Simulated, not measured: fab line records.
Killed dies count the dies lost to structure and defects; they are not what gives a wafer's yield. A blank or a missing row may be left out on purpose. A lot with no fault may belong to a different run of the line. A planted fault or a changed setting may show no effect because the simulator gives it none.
What tool caused it?    flow gf180mcu    at 1 step of a route of 602, 12 lots with 36 wafers sampled

## WHAT EACH GAUGE READ, for each wafer
GF_V4_RS_MEAS_24: the measuring method here is four-point-probe.
lot   measured      on             V4_W_RS (ohm/sq)
L075  day 25 04:01  film-metro-04  0.3276 0.3204 0.3259
L077  day 25 12:32  film-metro-03  0.3263 0.3244 0.3227
L079  day 26 06:57  film-metro-02  0.3244 0.3268 0.3263
L081  day 27 02:07  film-metro-02  0.3288 0.3276 0.3287
L083  day 27 09:34  film-metro-03  0.3305 0.3280 0.3305
L085  day 28 03:08  film-metro-04  0.3278 0.3299 0.3259
L087  day 28 15:59  film-metro-03  0.3322 0.3279 0.3240
L089  day 29 11:49  film-metro-04  0.3311 0.3297 0.3280
L091  day 29 23:28  film-metro-02  0.3318 0.3282 0.3287
L093  day 30 13:57  film-metro-03  0.3307 0.3318 0.3320
L095  day 30 21:17  film-metro-03  0.3318 0.3267 0.3309
L097  day 31 16:01  film-metro-03  0.3260 0.3255 0.3289

## EACH LOT AND THE TOOL THAT RAN IT (in order: tool; ch and the chambers of the sampled wafers; start)
There is no process step in the record ahead of these readings.

## THE ANSWER, worked out from the rows above alone
Rule: the lots themselves supply what counts as usual. Put in order of their means at a reading, lots are off if they are a third of the lots or fewer, leave a main group of 4 or more, and stand apart from it by a gap of 3 or more times the standard deviation of the main group's means; of several such gaps the widest counts. Not used: any main group whose means are identical at the precision the tables above print for the reading. A lot without any number at a reading at which 4 lots or more have one is off too. All remaining lots with rows at the step are treated as sound.
None of the lots is off at any reading shown; this tells nothing.

## WHAT THE SIMULATOR HAD PUT IN
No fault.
